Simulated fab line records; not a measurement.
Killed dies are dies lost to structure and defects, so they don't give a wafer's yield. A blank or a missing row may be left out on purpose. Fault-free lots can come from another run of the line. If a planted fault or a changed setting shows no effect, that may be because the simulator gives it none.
Which tool did it? -- flow gf180mcu -- Sampling: 14 lots, 40 wafers, 4 of 602 route steps

== WHAT EACH GAUGE READ, for each wafer ==
GF_DUAL_GATE_OVL_MEAS_11. Usual: DUAL_GATE_OVL gives 0.0 nm (standard deviation 1.4).
lot,measured,on,DUAL_GATE_OVL (nm),flag
L875,day 8 10:17,overlay-02,2.0 3.3 2.4,
L876,day 8 13:14,overlay-02,0.2 0.0 -1.2,
L877,day 8 17:19,overlay-01,2.4 1.5 2.2,
L882,day 10 11:09,overlay-01,-2.4 -1.4,
L884,day 10 22:35,overlay-02,-1.3 -1.6,
L888,day 11 23:56,overlay-02,1.4 1.4 -1.1,
L890,day 12 12:22,overlay-02,-0.9 0.0 1.2,
L891,day 12 19:17,overlay-02,-2.0 -1.2 0.4,
L893,day 14 01:04,overlay-02,-0.8 0.5 0.9,
L894,day 14 07:08,overlay-02,0.3 -2.0 -1.7,
L895,day 14 10:01,overlay-01,0.3 0.5 -0.2,
L896,day 14 13:03,overlay-02,0.4 1.9 -1.2,
L897,day 14 21:32,overlay-02,-1.5 -1.1 -0.8,
L898,day 15 05:17,overlay-01,0.1 -1.8 1.1,

GF_HV_LDD_CD_MEAS_07: target cd 400 nm. Usual: cd_nm 399.0 nm, standard deviation 2.4.
lot,measured,on,cd_nm (nm),flag
L875,day 10 02:34,cd_sem-02,399.1 399.5 400.4,
L876,day 10 04:44,cd_sem-01,403.0 399.9 399.9,
L877,day 10 10:15,cd_sem-02,396.0 394.6 398.2,
L882,day 12 04:48,cd_sem-01,417.3 416.2,OFF
L884,day 12 17:46,cd_sem-02,416.6 401.1,OFF
L888,day 13 22:50,cd_sem-02,400.8 399.4 400.6,
L890,day 14 11:02,cd_sem-01,401.0 399.1 398.6,
L891,day 14 19:19,cd_sem-02,400.4 402.2 399.4,
L893,day 16 01:07,cd_sem-01,399.3 400.2 401.4,
L894,day 16 10:35,cd_sem-02,401.8 401.8 401.8,
L895,day 16 14:02,cd_sem-02,393.3 391.4 392.0,
L896,day 16 17:37,cd_sem-01,402.5 400.3 400.9,
L897,day 16 22:52,cd_sem-02,399.3 398.9 398.2,
L898,day 17 05:46,cd_sem-02,396.6 397.7 398.6,

== TOOL THAT RAN EACH LOT (tool first, then ch and the chambers of the sampled wafers, then the start) ==
lot,GF_POLY_GATE_STRIP_14,GF_HV_LDD_DEVELOP_06
L875,"plasma_asher-02 ch 0,1, day 9 08:14","litho_track-02 ch 0, day 10 02:25"
L876,"plasma_asher-02 ch 0,1, day 9 09:41","litho_track-01 ch 0, day 10 04:35"
L877,"plasma_asher-03 ch 0,1, day 9 15:10","litho_track-02 ch 0, day 10 10:07"
L882,"plasma_asher-03 ch 0,1, day 11 08:55","litho_track-02 ch 0, day 12 04:40"
L884,"plasma_asher-03 ch 0,1, day 11 20:52","litho_track-02 ch 0, day 12 17:38"
L888,"plasma_asher-02 ch 1, day 13 00:23","litho_track-04 ch 0, day 13 22:41"
L890,"plasma_asher-03 ch 0,1, day 13 13:10","litho_track-04 ch 0, day 14 10:53"
L891,"plasma_asher-02 ch 0,1, day 13 20:46","litho_track-04 ch 0, day 14 19:10"
L893,"plasma_asher-01 ch 0,1, day 15 01:29","litho_track-04 ch 0, day 16 00:58"
L894,"plasma_asher-03 ch 0,1, day 15 10:47","litho_track-01 ch 0, day 16 10:26"
L895,"plasma_asher-02 ch 0,1, day 15 14:32","litho_track-01 ch 0, day 16 13:53"
L896,"plasma_asher-02 ch 0,1, day 15 15:51","litho_track-04 ch 0, day 16 17:29"
L897,"plasma_asher-01 ch 0,1, day 15 22:31","litho_track-04 ch 0, day 16 22:43"
L898,"plasma_asher-03 ch 0,1, day 16 06:56","litho_track-02 ch 0, day 17 05:37"
- GF_POLY_GATE_STRIP_14: strips in O2/N2.
- GF_HV_LDD_DEVELOP_06: develop time 60 s.

== WHAT THE TOOLS THEMSELVES READ (means of the sampled wafers that have a number; where no wafer has one, the mark that the record gives instead) ==
GF_POLY_GATE_STRIP_14. Usual: drypump_motor_current_A 5.5 A, standard deviation 0.3; heater_power_w 346 W, standard deviation 25; oes_product_au 0.505 a.u., standard deviation 0.0047.
lot,tool,drypump_motor_current_A (A),heater_power_w (W),oes_product_au (a.u.),flag
L875,plasma_asher-02,5.4,349,0.499,
L876,plasma_asher-02,5.2,324,0.504,
L877,plasma_asher-03,5.6,340,0.503,
L882,plasma_asher-03,5.5,337,0.508,
L884,plasma_asher-03,5.6,331,0.506,
L888,plasma_asher-02,5.0,311,0.503,
L890,plasma_asher-03,5.5,335,0.505,
L891,plasma_asher-02,5.4,345,0.504,
L893,plasma_asher-01,5.8,384,0.502,
L894,plasma_asher-03,5.5,333,0.502,
L895,plasma_asher-02,5.2,319,0.510,
L896,plasma_asher-02,5.2,331,0.509,
L897,plasma_asher-01,5.6,382,0.507,
L898,plasma_asher-03,5.6,336,0.505,

GF_HV_LDD_DEVELOP_06. Usual: developer_temp_C 23.00 C, standard deviation 0.14.
lot,tool,developer_temp_C (C),flag
L875,litho_track-02,23.24,
L876,litho_track-01,22.87,
L877,litho_track-02,22.99,
L882,litho_track-02,23.03,
L884,litho_track-02,23.09,
L888,litho_track-04,22.94,
L890,litho_track-04,23.01,
L891,litho_track-04,23.17,
L893,litho_track-04,22.99,
L894,litho_track-01,23.11,
L895,litho_track-01,23.02,
L896,litho_track-04,22.93,
L897,litho_track-04,22.96,
L898,litho_track-02,22.95,

== THE ANSWER, worked out from the rows above alone ==
Rule: take the mean of a lot's wafers that have a number; if it is more than 3 standard deviations from the usual mean, the lot is off. Also off: a lot with no number at a reading for which 4 or more lots have one. Any other lot the step has rows for is counted as sound. After the gauges, taken in route order, come the tools' own readings; for these a lot's mean is taken, as printed above. At the first step where some lot is off, the reading lying furthest off is the one used; lots without a number count as furthest.
Off, at GF_HV_LDD_CD_MEAS_07 on cd_nm: L882, L884.
A tool fits if, at a process step before that reading, it ran every lot that is off, and no sound lot after the first of them. Those tools and the gauges at GF_HV_LDD_CD_MEAS_07 are tried in the same way. Of those tried, none fits.

== WHAT HAD BEEN PUT IN BY THE SIMULATOR ==
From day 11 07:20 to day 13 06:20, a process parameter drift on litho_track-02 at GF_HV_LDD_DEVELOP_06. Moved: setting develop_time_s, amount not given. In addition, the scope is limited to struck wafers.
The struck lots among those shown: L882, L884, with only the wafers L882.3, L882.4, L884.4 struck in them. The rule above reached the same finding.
